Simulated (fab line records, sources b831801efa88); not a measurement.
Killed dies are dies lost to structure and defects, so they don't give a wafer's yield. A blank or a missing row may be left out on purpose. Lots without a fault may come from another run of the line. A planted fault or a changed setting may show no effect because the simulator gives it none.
A struck lot beside a sound one | flow sky130 | 15 steps out of a route of 708
Sound: wafers L877.1, L877.3, L877.6. Struck: wafers L884.1, L884.3, L884.5. The cause comes at the end.
At each step with rows: each side's tool, then ch and its chambers, then its first start. Under that, the readings that differ: sound wafers | struck wafers | difference of the means | sigmas: that difference in standard deviations of wafers without a fault.
alike: readings whose means differ by less than 2 such deviations, and words and numbers that are the same on both sides. not compared: withheld readings, readings that some wafer has no value for, bounds like >300 that may hide the same value, and numbers for which the record gives no deviation and whose values overlap.
The two part at a step that has a row with sigmas, a row that says differs or no value, or rows on one side only. Numbers that don't overlap but have no deviation are shown without sigmas and don't part them. A reading that every wafer of one side lacks parts them only if that side has two wafers or more.

first, 6 steps without rows for these wafers: SKY_GATE_OXIDE_HMDS_04 (prime time 60 s); SKY_GATE_OXIDE_COAT_05 (resist thk 1140 nm); SKY_GATE_OXIDE_SOFTBAKE_06 (time 60 s); SKY_GATE_OXIDE_EXPOSE_07 (exposes mask LVOM, target cd 600 nm); SKY_GATE_OXIDE_PEB_08; SKY_GATE_OXIDE_DEVELOP_09 (develop time 60 s).
SKY_GATE_OXIDE_OVL_MEAS_10:
  sound on overlay-01, day 17 11:00; struck on overlay-02, day 19 18:41
  alike: GATE_OXIDE_OVL
then, 2 steps without rows for these wafers: SKY_GATE_OXIDE_IMPLANT_11; SKY_GATE_OXIDE_WET_ETCH_12 (etches SiO2 in dHF, target depth 16.8 nm, time 336 s).
SKY_GATE_OXIDE_STRIP_13: strips in O2/N2.
  sound on plasma_asher-03 ch 0,1, day 17 11:17; struck on plasma_asher-03 ch 0,1, day 19 19:05
  reading                      | sound             | struck            | difference | sigmas
  strip_time_to_endpoint_s (s) | 14.26 14.27 14.26 | 14.18 14.17 14.19 | -0.08      | -2
  alike: drypump_motor_current_A, oes_product_au
  not compared: rf_hours_counter_h
SKY_GATE_OXIDE_TW_MEAS_14:
  sound on film_metro-02, day 17 11:23; struck on film_metro-01, day 19 19:11
  alike: GATE_OXIDE_TW
then, 1 step without rows for these wafers: SKY_GATE_OXIDE_CLEAN_15 (cleans in SC1/SC2, time 150 s).
SKY_GATE_OXIDE_OXIDATION_16: stabilise 600 s, purge 300 s, target thk 3.57 nm.
  sound on furnace-02 ch 0, day 17 14:03; struck on furnace-02 ch 0, day 19 19:17
  reading                                           | sound                | struck               | difference | sigmas
  spike_tc_bottom_C (C)                             | 820.7 821.7 820.4    | 810.0 810.6 809.4    | -10.9      | -12
  spike_tc_centre_C (C)                             | 799.7 801.4 801.6    | 789.4 791.3 789.5    | -10.8      | -11
  spike_tc_lower_C (C)                              | 800.1 797.5 798.3    | 791.0 789.6 788.2    | -9.0       | -5
  spike_tc_top_C (C)                                | 810.4 811.9 812.6    | 802.9 803.1 801.5    | -9.1       | -9
  spike_tc_upper_C (C)                              | 799.1 799.5 800.2    | 792.0 790.2 790.5    | -8.7       | -7
  tube_center_temp_C (C)                            | 800.09 800.07 799.99 | 789.89 789.9 789.97  | -10.13     | -99 or more
  tube_center_temp_C_max                            | 802.00 802.60 801.94 | 792.08 792.30 791.71 | -10.15     | -34
  zone_power_centre_pct (%)                         | 14.40 14.16 14.27    | 13.82 13.72 13.90    | -0.46      | -3
  model.SiO2_of_GATE_OXIDE_OXIDATION_01.thk_nm (nm) | 11.96 11.88 11.89    | 11.41 11.64 11.4     | -0.43      |
then, 1 step without rows for these wafers: SKY_POLY_GATE_CVD_00 (deposits poly-Si, target thk 180 nm, time 720 s).
-- the record jumps here: 30 days lie between the struck wafers' starts before and after (it left off in module POLY_GATE and takes up again in module PAD_OPEN, whose first step shown is number 708 of the route) --
SKY_PAD_OPEN_PROBE_99:
  sound on prober-02, day 48 11:37; struck on prober-01, day 49 14:19
  reading                                | sound             | struck            | difference | sigmas
  model.etest.nfet_g5v0d10v5.drive_ua_um | 591.9 598.3 595.8 | 617.4 604 622.5   | +19.3      |
  model.etest.nfet_05v0_nvt.drive_ua_um  | 559.2 569 563.7   | 587.2 577.5 589.2 | +20.7      |
  alike: killed_at_M0_to_M3, killed_at_M4_up, killed_at_contacts, killed_at_front_end, killed_at_other, killed_dies, killed_open, killed_short
  not compared: model.etest.nfet_01v8_lvt.drive_ua_um, model.etest.nfet_01v8_swapped.drive_ua_um, model.etest.nfet_01v8_turned.drive_ua_um, model.etest.nfet_01v8.drive_ua_um, model.etest.nfet_01v8.r_on_ohm_um, model.etest.sram_nfet_pass.drive_ua_um

WHERE THEY PART
First at SKY_GATE_OXIDE_STRIP_13; last, within this record, at SKY_GATE_OXIDE_OXIDATION_16. Later steps at which nothing parts them and some readings are alike: SKY_PAD_OPEN_PROBE_99.

WHY: what the simulator had put in
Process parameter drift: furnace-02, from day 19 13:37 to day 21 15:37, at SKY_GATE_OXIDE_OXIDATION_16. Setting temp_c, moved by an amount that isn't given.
